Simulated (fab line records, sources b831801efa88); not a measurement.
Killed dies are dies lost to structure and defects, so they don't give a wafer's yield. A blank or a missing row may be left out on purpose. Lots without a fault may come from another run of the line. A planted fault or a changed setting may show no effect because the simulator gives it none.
Problem report in the 8D (eight disciplines) form, filled by code | flow sfq_line | the parts of the form that need people (team, actions taken, sign-off) are left out

1. THE PROBLEM
JJ_NB_RS at SFQ_JJ_RS_MEAS_929 reads a mean of 0.712 ohm/sq on 2 wafers of 2 lots; wafers without a fault read 1.057 ohm/sq with a standard deviation of 0.017. That is -20 standard deviations from the usual mean.
The step: measures by four-point-probe.
First seen on wafer L766.6, day 51 21:35, on film_metro-02. The record holds 42 wafers of 14 lots with a number at this step. Rule for "out", or "out of limits": more than 4 standard deviations from the usual mean. The other wafers with a number count as sound.

2. WHAT IT IS AND WHAT IT IS NOT
question                    | is                | is not
which readings at this step | JJ_NB_RS          | -
which lots                  | L766, L768        | L758, L759, L760, L761, L762, L763, L765, L767, L773, L774, L778, L781
which wafers of those lots  | L766.6, L768.4    | L766.2, L766.3, L768.1, L768.5
read on which gauges        | film_metro-02     | film_metro-01, film_metro-04
when                        | from day 51 21:35 | up to then (23 sound wafers); but 17 sound wafers of L767, L768, L773, L774, L778, L781 came after

3. SUSPECTS, AND WHAT RULES EACH OUT
Counting: a tool at a process step up to the reading stays a suspect if it ran every lot that is out. Sound lots after the first of them don't rule it out here, since some wafers of a struck lot are sound.
- the gauge at SFQ_JJ_RS_MEAS_929: kept. All the wafers that are out were read on film_metro-02, and no step on other tools shows them out.
- rie_metal-02 at SFQ_TRILAYER_M3_STRIP_STRIP_079 (strips in O2): kept. It ran every lot that is out, first L766 (day 39 05:52); its last sound lot up to then is L763 (day 33 18:27).
- pvd_sputter-04 at SFQ_TRILAYER_JJ_TRILAYER_DEP_SPUTTER_112 (material Nb, target thk 170 nm, time 113.3 s): kept. It ran every lot that is out, first L766 (day 51 21:29); its last sound lot up to then is L763 (day 51 14:53).
Left after counting: rie_metal-02 at SFQ_TRILAYER_M3_STRIP_STRIP_079, pvd_sputter-04 at SFQ_TRILAYER_JJ_TRILAYER_DEP_SPUTTER_112, film_metro-02 at SFQ_JJ_RS_MEAS_929.

4. THE CAUSE (what the simulator had put in)
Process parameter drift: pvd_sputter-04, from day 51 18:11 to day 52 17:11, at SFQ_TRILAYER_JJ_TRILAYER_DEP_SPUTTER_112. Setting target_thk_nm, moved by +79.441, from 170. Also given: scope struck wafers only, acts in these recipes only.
Counting left 3 suspects, and this tool is among them.

5. THE CHAIN OF EFFECTS, in route order
Each row: a reading whose mean over the struck wafers that have a number lies more than 3 standard deviations from the usual. Only readings for which the record gives a usual standard deviation are gone through. hours: the time from each lot's start at the first step in this table that gives one to its start at this step, as a median over the lots. sigmas: the change in usual standard deviations.
hours | step               | reading  | usual        | on struck wafers | change | sigmas
0     | SFQ_JJ_RS_MEAS_929 | JJ_NB_RS | 1.057 ohm/sq | 0.712            | -0.345 | -20

6. WHAT WOULD HAVE CAUGHT IT SOONER
In this record the first reading out of limits at a measuring or inspecting step was taken at day 51 21:35, 3 hours after the fault began at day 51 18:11.
Of the tool readings at SFQ_TRILAYER_JJ_TRILAYER_DEP_SPUTTER_112 for which the record gives a usual standard deviation, none was out on any struck wafer, so an alarm limit of 4 standard deviations on them would not have fired.
Of the lots that are out (2), L768 began SFQ_TRILAYER_JJ_TRILAYER_DEP_SPUTTER_112 on pvd_sputter-04 after day 51 21:35. A hold on the tool at that time would have spared it.
